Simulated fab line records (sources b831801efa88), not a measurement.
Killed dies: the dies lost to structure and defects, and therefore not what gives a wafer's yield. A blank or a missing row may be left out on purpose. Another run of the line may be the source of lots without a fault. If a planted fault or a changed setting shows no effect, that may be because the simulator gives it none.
What tool caused it?	flow gf180mcu	14 lots, 42 wafers sampled, at 5 steps of a route of 602

== WHAT EACH GAUGE READ, for each wafer ==
GF_M2_CD_MEAS_14 targets a cd of 280 nm.
lot	measured	on	cd-nm (nm)
L780	day 19 21:01	cd-sem-02	280.6 279.7 280.6
L781	day 20 06:41	cd-sem-01	280.4 280.8 280.7
L782	day 20 21:23	cd-sem-01	280.9 281.3 280.8
L783	day 21 06:01	cd-sem-01	280.0 279.2 279.3
L785	day 21 17:57	cd-sem-01	280.1 281.6 280.7
L786	day 22 01:10	cd-sem-02	280.7 280.5 280.8
L787	day 22 16:04	cd-sem-02	282.4 281.1 281.3
L793	day 25 00:04	cd-sem-02	281.1 279.7 279.9
L794	day 25 02:19	cd-sem-02	282.2 282.5 283.6
L795	day 25 07:40	cd-sem-02	280.9 281.0 281.0
L796	day 25 17:58	cd-sem-02	278.9 280.1 278.8
L797	day 26 02:07	cd-sem-01	280.7 280.2 279.7
L799	day 26 09:28	cd-sem-01	282.0 282.3 282.0
L800	day 27 01:22	cd-sem-01	277.4 280.1 278.9

GF_V2_THK_MEAS_01.
lot	measured	on	V2_CVD_00_THK (nm)
L780	day 19 21:53	film-metro-04	594 595 613
L781	day 20 07:32	film-metro-02	598 602 600
L782	day 20 22:22	film-metro-01	590 599 598
L783	day 21 06:53	film-metro-04	596 601 592
L785	day 21 18:56	film-metro-01	581 597 599
L786	day 22 02:23	film-metro-02	589 592 597
L787	day 22 16:56	film-metro-04	602 598 601
L793	day 25 00:56	film-metro-01	595 596 595
L794	day 25 03:13	film-metro-04	596 599 603
L795	day 25 08:33	film-metro-01	593 598 597
L796	day 25 18:50	film-metro-04	597 594 593
L797	day 26 02:59	film-metro-02	600 599 600
L799	day 26 10:20	film-metro-01	599 600 595
L800	day 27 02:14	film-metro-04	602 600 609

GF_V2_THK_MEAS_03.
lot	measured	on	V2_CVD_02_THK (nm)
L780	day 19 22:01	film-metro-01	832 840 848
L781	day 20 07:40	film-metro-04	849 854 853
L782	day 20 22:29	film-metro-02	836 835 853
L783	day 21 07:01	film-metro-01	849 856 867
L785	day 21 19:04	film-metro-01	840 838 846
L786	day 22 02:31	film-metro-01	856 844 860
L787	day 22 17:04	film-metro-02	836 842 853
L793	day 25 01:04	film-metro-02	855 840 858
L794	day 25 03:20	film-metro-02	830 825 851
L795	day 25 08:41	film-metro-01	849 866 854
L796	day 25 18:58	film-metro-01	840 851 853
L797	day 26 03:07	film-metro-01	849 857 844
L799	day 26 10:28	film-metro-04	844 839 861
L800	day 27 02:22	film-metro-04	850 850 849

== WHICH TOOL RAN EACH LOT (tool, then ch and the chambers of the sampled wafers, then the start) ==
lot	GF_M2_METAL_ETCH_16	GF_M2_STRIP_17
L780	rie-metal-01 ch 0,1, day 19 21:10	plasma-asher-04 ch 0,1, day 19 21:17
L781	rie-metal-01 ch 0,1, day 20 06:49	plasma-asher-04 ch 0,1, day 20 06:56
L782	rie-metal-02 ch 1, day 20 21:33	plasma-asher-02 ch 0, day 20 21:44
L783	rie-metal-03 ch 0,1, day 21 06:10	plasma-asher-01 ch 0,1, day 21 06:17
L785	rie-metal-03 ch 0,1, day 21 18:07	plasma-asher-01 ch 0,1, day 21 18:13
L786	rie-metal-02 ch 0,1, day 22 01:19	plasma-asher-01 ch 0, day 22 01:26
L787	rie-metal-03 ch 0,1, day 22 16:13	plasma-asher-01 ch 0,1, day 22 16:20
L793	rie-metal-02 ch 0,1, day 25 00:13	plasma-asher-04 ch 0,1, day 25 00:20
L794	rie-metal-02 ch 0,1, day 25 02:28	plasma-asher-04 ch 0,1, day 25 02:34
L795	rie-metal-03 ch 0,1, day 25 07:49	plasma-asher-01 ch 0,1, day 25 07:55
L796	rie-metal-01 ch 0,1, day 25 18:07	plasma-asher-04 ch 0,1, day 25 18:13
L797	rie-metal-03 ch 0,1, day 26 02:16	plasma-asher-01 ch 0,1, day 26 02:23
L799	rie-metal-03 ch 0,1, day 26 09:37	plasma-asher-02 ch 0, day 26 09:43
L800	rie-metal-03 ch 0,1, day 27 01:31	plasma-asher-02 ch 0,1, day 27 01:37
- GF_M2_METAL_ETCH_16: etches the open film in Cl2/BCl3, stops on SiO2, target depth 627.5 nm, time 104.6 s.
- GF_M2_STRIP_17: strips in O2/N2.

== AS READ BY THE TOOLS THEMSELVES (means over the sampled wafers that have a number; for cases with no such wafer, the mark the record gives instead) ==
GF_M2_METAL_ETCH_16.
lot	tool	drypump-motor-current-A (A)	oes-product-au (a.u.)	throttle-valve-pct (%)
L780	rie-metal-01	5.38	0.973	28.248
L781	rie-metal-01	5.41	0.975	28.234
L782	rie-metal-02	5.61	0.975	28.245
L783	rie-metal-03	5.38	0.974	28.246
L785	rie-metal-03	5.39	0.973	28.251
L786	rie-metal-02	5.60	0.974	28.244
L787	rie-metal-03	5.32	0.972	28.258
L793	rie-metal-02	5.60	0.714	28.533
L794	rie-metal-02	5.60	0.713	28.532
L795	rie-metal-03	5.38	0.972	28.256
L796	rie-metal-01	5.38	0.980	28.245
L797	rie-metal-03	5.31	0.979	28.242
L799	rie-metal-03	5.38	0.975	28.254
L800	rie-metal-03	5.31	0.978	28.249

GF_M2_STRIP_17.
lot	tool	drypump-motor-current-A (A)	heater-power-w (W)	o2-flow-sccm (sccm)	oes-product-au (a.u.)	strip-time-to-endpoint-s (s)
L780	plasma-asher-04	5.5	322	3000	0.556	7.86
L781	plasma-asher-04	5.5	327	2990	0.559	7.90
L782	plasma-asher-02	5.6	316	3005	0.559	7.85
L783	plasma-asher-01	5.6	326	3007	0.561	7.86
L785	plasma-asher-01	5.6	325	2999	0.558	7.88
L786	plasma-asher-01	6.7	378	3002	0.554	7.88
L787	plasma-asher-01	6.1	347	2997	0.558	7.89
L793	plasma-asher-04	6.1	331	2997	0.609	9.01
L794	plasma-asher-04	5.5	326	2993	0.605	9.08
L795	plasma-asher-01	6.1	350	3001	0.555	7.91
L796	plasma-asher-04	6.1	325	3003	0.558	7.92
L797	plasma-asher-01	5.5	328	2997	0.557	7.87
L799	plasma-asher-02	5.6	313	3004	0.553	7.87
L800	plasma-asher-02	6.1	312	3001	0.558	7.86

== THE ANSWER, worked out from the rows above alone ==
Rule: usual is defined by the lots themselves. The widest of any qualifying gaps counts: lots, ordered by their means at a reading, are off when they make up no more than a third of the lots, leave a main group of 4 or more, and stand apart from it by 3 or more times the standard deviation of that group's means. Not used: any main group whose means are identical at the precision the tables above print for the reading. Also off: a lot with no number at a reading for which 4 or more lots have one. The other lots that the step has rows for count as sound. First the gauges in route order, then the tools' own readings, where a lot's mean is used as printed above. The first step at which some lot is off is used, and at that step the reading that is off furthest; a lot without a number counts as furthest.
Off: L793, L794 (GF_M2_METAL_ETCH_16, oes-product-au). The main group: mean 0.975 a.u., standard deviation 0.0025.
A tool fits if, at that step or a process step before it, it ran every lot that is off, and no sound lot after the first of them. One fits: GF_M2_METAL_ETCH_16 on rie-metal-02. A fault onset in the window from L786 (day 22 01:19, its last sound lot) to L793 (day 25 00:13, its first lot off) fits.
The tool's own readings at GF_M2_METAL_ETCH_16 bear it out: on the lots that are off they differ by more than 5 times the standard deviation of the sound lots' means. oes-product-au reads 0.714 a.u. there against 0.975 a.u. on the sound lots; throttle-valve-pct reads 28.532 % there against 28.248 % on the sound lots.

== WHAT WAS PUT IN BY THE SIMULATOR ==
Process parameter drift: rie-metal-02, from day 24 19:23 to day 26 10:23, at GF_M2_METAL_ETCH_16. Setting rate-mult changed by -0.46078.
Struck lots among those shown: L793, L794. The rule above found the same.
